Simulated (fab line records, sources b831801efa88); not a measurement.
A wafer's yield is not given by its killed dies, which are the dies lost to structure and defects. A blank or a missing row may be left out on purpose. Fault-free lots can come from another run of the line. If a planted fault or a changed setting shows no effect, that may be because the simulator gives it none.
Which tool is to blame? | flow sky130 | 30 wafers from 10 lots sampled at 6 of the route's 708 steps

== WHAT THE GAUGES SHOWED, per wafer ==
SKY_VIA4_OVL_MEAS_11. Usual: VIA4_OVL 0.8 nm, standard deviation 1.5.
lot  | measured     | on         | VIA4_OVL (nm)  | flag
L178 | day 43 17:38 | overlay-02 | -0.5 -1.5 -0.3 |
L179 | day 44 20:07 | overlay-01 | -1.1 -1.1 -1.7 |
L182 | day 44 22:21 | overlay-02 | 2.6 1.2 1.8    |
L184 | day 45 05:40 | overlay-02 | 0.8 1.5 3.0    |
L190 | day 46 14:33 | overlay-01 | -0.8 -0.9 -1.1 |
L193 | day 47 11:37 | overlay-02 | 1.5 -0.7 0.7   |
L194 | day 47 17:07 | overlay-02 | 0.8 2.5 0.5    |
L196 | day 47 21:30 | overlay-02 | 1.1 -0.3 1.2   |
L197 | day 48 05:38 | overlay-02 | 2.7 0.1 -0.4   |
L198 | day 48 11:10 | overlay-02 | 1.2 1.0 1.9    |

SKY_METAL5_RS_MEAS_05: measurement is done with a four-point probe. Usual: METAL5_ALCU_RS 0.0271 ohm/sq, standard deviation 0.00019.
lot  | measured     | on            | METAL5_ALCU_RS (ohm/sq) | flag
L178 | day 43 19:14 | film-metro-02 | 0.02723 0.02732 0.02734 |
L179 | day 44 21:42 | film-metro-02 | 0.02715 0.02722 0.02715 |
L182 | day 44 23:55 | film-metro-03 | 0.02743 0.02744 0.02728 |
L184 | day 45 07:15 | film-metro-04 | 0.02665 0.02702 0.02709 |
L190 | day 46 16:11 | film-metro-03 | 0.02728 0.027 0.02115   | OFF
L193 | day 47 13:14 | film-metro-02 | 0.02693 0.02717 0.02094 | OFF
L194 | day 47 18:42 | film-metro-03 | 0.02709 0.02723 0.02708 |
L196 | day 47 23:04 | film-metro-04 | 0.02711 0.02696 0.02713 |
L197 | day 48 07:14 | film-metro-03 | 0.02711 0.02689 0.02707 |
L198 | day 48 12:44 | film-metro-03 | 0.02717 0.02701 0.0274  |

SKY_METAL5_THK_MEAS_06: measures by xrf. Usual: METAL5_ALCU_THK 1163 nm, standard deviation 11.
lot  | measured     | on            | METAL5_ALCU_THK (nm) | flag
L178 | day 43 19:20 | film-metro-02 | 1159 1153 1154       |
L179 | day 44 21:48 | film-metro-02 | 1151 1148 1154       |
L182 | day 45 00:02 | film-metro-03 | 1154 1153 1146       |
L184 | day 45 07:21 | film-metro-04 | 1186 1168 1163       |
L190 | day 46 16:17 | film-metro-03 | 1166 1169 1504       | OFF
L193 | day 47 13:21 | film-metro-02 | 1161 1149 1481       | OFF
L194 | day 47 18:48 | film-metro-03 | 1174 1162 1176       |
L196 | day 47 23:11 | film-metro-04 | 1158 1165 1157       |
L197 | day 48 07:21 | film-metro-03 | 1169 1173 1170       |
L198 | day 48 12:51 | film-metro-03 | 1165 1174 1144       |

== EACH LOT AND THE TOOL THAT RAN IT (in order: tool; ch and the chambers of the sampled wafers; start) ==
lot  | SKY_VIA4_SPUTTER_17          | SKY_METAL5_SPUTTER_01        | SKY_METAL5_SPUTTER_02
L178 | pvd-sputter-04, day 43 18:21 | pvd-sputter-02, day 43 19:04 | pvd-sputter-02, day 43 19:05
L179 | pvd-sputter-03, day 44 20:48 | pvd-sputter-02, day 44 21:31 | pvd-sputter-02, day 44 21:32
L182 | pvd-sputter-01, day 44 23:03 | pvd-sputter-01, day 44 23:46 | pvd-sputter-01, day 44 23:47
L184 | pvd-sputter-01, day 45 06:21 | pvd-sputter-04, day 45 07:04 | pvd-sputter-04, day 45 07:05
L190 | pvd-sputter-04, day 46 15:17 | pvd-sputter-02, day 46 15:59 | pvd-sputter-02, day 46 16:01
L193 | pvd-sputter-04, day 47 12:22 | pvd-sputter-02, day 47 13:05 | pvd-sputter-02, day 47 13:07
L194 | pvd-sputter-03, day 47 17:48 | pvd-sputter-01, day 47 18:31 | pvd-sputter-01, day 47 18:32
L196 | pvd-sputter-01, day 47 22:12 | pvd-sputter-04, day 47 22:55 | pvd-sputter-04, day 47 22:56
L197 | pvd-sputter-03, day 48 06:20 | pvd-sputter-01, day 48 07:05 | pvd-sputter-01, day 48 07:07
L198 | pvd-sputter-01, day 48 11:52 | pvd-sputter-04, day 48 12:35 | pvd-sputter-04, day 48 12:37
- SKY_VIA4_SPUTTER_17: material TiN, target thk 20 nm, time 80 s.
- SKY_METAL5_SPUTTER_01: material TiN, target thk 20 nm, time 16.7 s.
- SKY_METAL5_SPUTTER_02: material AlCu, target thk 1150 nm, time 61.2 s.

== AS READ BY THE TOOLS THEMSELVES (means over the sampled wafers that have a number; for cases with no such wafer, the mark the record gives instead) ==
SKY_VIA4_SPUTTER_17. Usual: 30.1 % for throttle-valve-pct, sd 0.71.
lot  | tool           | throttle-valve-pct (%) | flag
L178 | pvd-sputter-04 | 30.0                   |
L179 | pvd-sputter-03 | 30.6                   |
L182 | pvd-sputter-01 | 29.7                   |
L184 | pvd-sputter-01 | 30.0                   |
L190 | pvd-sputter-04 | 30.3                   |
L193 | pvd-sputter-04 | 30.0                   |
L194 | pvd-sputter-03 | 30.8                   |
L196 | pvd-sputter-01 | 30.4                   |
L197 | pvd-sputter-03 | 30.6                   |
L198 | pvd-sputter-01 | 29.8                   |

SKY_METAL5_SPUTTER_01. Usual: 29.9 % for throttle-valve-pct, sd 0.83.
lot  | tool           | throttle-valve-pct (%) | flag
L178 | pvd-sputter-02 | 30.3                   |
L179 | pvd-sputter-02 | 29.6                   |
L182 | pvd-sputter-01 | 30.1                   |
L184 | pvd-sputter-04 | 29.6                   |
L190 | pvd-sputter-02 | 29.5                   |
L193 | pvd-sputter-02 | 29.8                   |
L194 | pvd-sputter-01 | 29.7                   |
L196 | pvd-sputter-04 | 30.0                   |
L197 | pvd-sputter-01 | 29.7                   |
L198 | pvd-sputter-04 | 29.6                   |

SKY_METAL5_SPUTTER_02. Usual: 29.9 % for throttle-valve-pct, sd 0.83.
lot  | tool           | throttle-valve-pct (%) | flag
L178 | pvd-sputter-02 | 30.5                   |
L179 | pvd-sputter-02 | 29.8                   |
L182 | pvd-sputter-01 | 30.3                   |
L184 | pvd-sputter-04 | 29.7                   |
L190 | pvd-sputter-02 | 29.7                   |
L193 | pvd-sputter-02 | 29.8                   |
L194 | pvd-sputter-01 | 29.7                   |
L196 | pvd-sputter-04 | 30.0                   |
L197 | pvd-sputter-01 | 29.9                   |
L198 | pvd-sputter-04 | 29.6                   |

== THE ANSWER, worked out from the rows above alone ==
Rule: a lot is off if the mean of its wafers that have a number lies more than 3 standard deviations from the usual mean. Also off: a lot with no number at a reading for which 4 or more lots have one. All remaining lots with rows at the step are treated as sound. Order of review: gauges by route order, followed by the tools' own readings, for which a lot's mean as printed above is used. The first step at which some lot is off is used, and at that step the reading that is off furthest; a lot without a number counts as furthest.
Off: L190, L193, at SKY_METAL5_RS_MEAS_05 (METAL5_ALCU_RS).
A tool fits if, at a process step before that reading, it ran every lot that is off, and no sound lot after the first of them. The gauges at SKY_METAL5_RS_MEAS_05 are tried like those tools. This does not decide it: 2 tools fit, namely pvd-sputter-04 at SKY_VIA4_SPUTTER_17 and pvd-sputter-02 at SKY_METAL5_SPUTTER_01 and SKY_METAL5_SPUTTER_02.

== WHAT THE SIMULATOR PUT IN ==
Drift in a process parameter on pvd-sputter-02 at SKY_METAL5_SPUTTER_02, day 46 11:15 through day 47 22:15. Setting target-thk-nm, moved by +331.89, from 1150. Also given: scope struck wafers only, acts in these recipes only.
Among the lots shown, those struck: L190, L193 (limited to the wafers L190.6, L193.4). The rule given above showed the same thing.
